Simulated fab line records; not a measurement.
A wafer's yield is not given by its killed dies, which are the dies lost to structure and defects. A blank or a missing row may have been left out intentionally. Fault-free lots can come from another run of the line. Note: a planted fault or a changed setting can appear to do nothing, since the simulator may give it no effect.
Which tool is to blame? / flow sfq_line / Sampling: 7 lots, 21 wafers, 2 of 325 route steps

== WHAT EACH GAUGE READ, for each wafer ==
SFQ_M1_RS_MEAS_909: measurement is done with a four-point probe.
lot=L520; measured=day 13 09:27; on=film_metro-02; M1_NB_RS (ohm/sq)=0.893 0.889 0.893
lot=L522; measured=day 13 21:25; on=film_metro-02; M1_NB_RS (ohm/sq)=0.897 0.903 0.899
lot=L524; measured=day 15 03:08; on=film_metro-02; M1_NB_RS (ohm/sq)=0.889 0.880 0.887
lot=L530; measured=day 17 18:37; on=film_metro-02; M1_NB_RS (ohm/sq)=0.614 0.617 0.618
lot=L535; measured=day 19 00:31; on=film_metro-03; M1_NB_RS (ohm/sq)=0.877 0.878 0.869
lot=L538; measured=day 20 00:31; on=film_metro-02; M1_NB_RS (ohm/sq)=0.885 0.881 0.885
lot=L541; measured=day 21 01:52; on=film_metro-02; M1_NB_RS (ohm/sq)=0.889 0.886 0.885

== EACH LOT AND THE TOOL THAT RAN IT (in order: tool; ch and the chambers of the sampled wafers; start) ==
lot=L520; SFQ_TRILAYER_M1_DEP_SPUTTER_037=pvd_sputter-03, day 13 09:19
lot=L522; SFQ_TRILAYER_M1_DEP_SPUTTER_037=pvd_sputter-04, day 13 21:18
lot=L524; SFQ_TRILAYER_M1_DEP_SPUTTER_037=pvd_sputter-06, day 15 03:02
lot=L530; SFQ_TRILAYER_M1_DEP_SPUTTER_037=pvd_sputter-04, day 17 18:25
lot=L535; SFQ_TRILAYER_M1_DEP_SPUTTER_037=pvd_sputter-06, day 19 00:23
lot=L538; SFQ_TRILAYER_M1_DEP_SPUTTER_037=pvd_sputter-06, day 20 00:23
lot=L541; SFQ_TRILAYER_M1_DEP_SPUTTER_037=pvd_sputter-04, day 21 01:46
- SFQ_TRILAYER_M1_DEP_SPUTTER_037: material Nb, target thk 200 nm, time 133.3 s.

== THE ANSWER, worked out from the rows above alone ==
Rule: the usual values come from the lots themselves. Put in order of their means at a reading, lots are off if they are a third of the lots or fewer, leave a main group of 4 or more, and stand apart from it by a gap of 3 or more times the standard deviation of the main group's means; of several such gaps the widest counts. Not used: any main group whose means are identical at the precision the tables above print for the reading. A lot without any number at a reading at which 4 lots or more have one is off too. All remaining lots with rows at the step are treated as sound.
Off: L530, seen at SFQ_M1_RS_MEAS_909 (M1_NB_RS). Mean 0.887 ohm/sq and standard deviation 0.0076 in the main group.
A tool fits if, at a process step before that reading, it ran every lot that is off, and no sound lot after the first of them. Those tools and the gauges at SFQ_M1_RS_MEAS_909 are tried in the same way. None of those tried fits.

== WHAT THE SIMULATOR PUT IN ==
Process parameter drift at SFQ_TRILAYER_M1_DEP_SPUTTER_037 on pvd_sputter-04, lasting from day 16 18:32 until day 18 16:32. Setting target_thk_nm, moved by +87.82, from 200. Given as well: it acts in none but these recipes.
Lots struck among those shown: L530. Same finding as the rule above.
